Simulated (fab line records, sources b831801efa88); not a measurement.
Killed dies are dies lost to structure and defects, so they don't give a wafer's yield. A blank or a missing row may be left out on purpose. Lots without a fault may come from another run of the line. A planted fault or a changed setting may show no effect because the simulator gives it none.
Chamber matching | flow gf180mcu | GF_MIM_CVD_05 on pecvd-04: 3 sister chambers
The step deposits Si3N4, target thk 42 nm, time 29.086 s. 6 wafers are shown with their chamber, then 7 later ones without.

WAFERS WITH THEIR CHAMBER
wafer  | chamber | heater_power_w (W) | heater_power_outer_w (W)
L792.1 | 0       | 563                | 356
L796.5 | 2       | 806                | 510
L797.5 | 2       | 870                | 525
L797.6 | 1       | 581                | 351
L798.3 | 0       | 531                | 315
L798.5 | 1       | 508                | 287

WAFERS WITHOUT THEIR CHAMBER
wafer  | heater_power_w (W) | heater_power_outer_w (W)
L798.6 | 816                | 490
L799.1 | 629                | 379
L799.4 | 576                | 356
L799.6 | 708                | 418
L801.1 | 793                | 489
L801.3 | 577                | 343
L801.5 | 802                | 502

WHICH CHAMBER EACH WENT THROUGH
wafer  | from the rows above          | in truth
L798.6 | 2                            | 2
L799.1 | can't be placed: 0 or 1      | 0
L799.4 | can't be placed: 0 or 1      | 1
L799.6 | can't be placed: 2 or 0 or 1 | 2
L801.1 | 2                            | 2
L801.3 | can't be placed: 0 or 1      | 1
L801.5 | 2                            | 2
Placed correctly: 3 of 7. Can't be placed from these rows: 4 (the true chamber is among the candidates in 4). Placed wrongly: 0.
How it was worked out, from the rows above alone: a wafer's distance from a chamber is the root of the sum, over the readings, of the square of ((its reading less the chamber's mean) divided by the reading's scatter). The wafer belongs to the nearest chamber; if the next one is less than 2 further off, it can't be placed. A chamber's mean is the mean of its shown wafers. The scatter: the root of (the sum of the squares of (reading less its chamber's mean) over the shown wafers, divided by (wafers less chambers)).
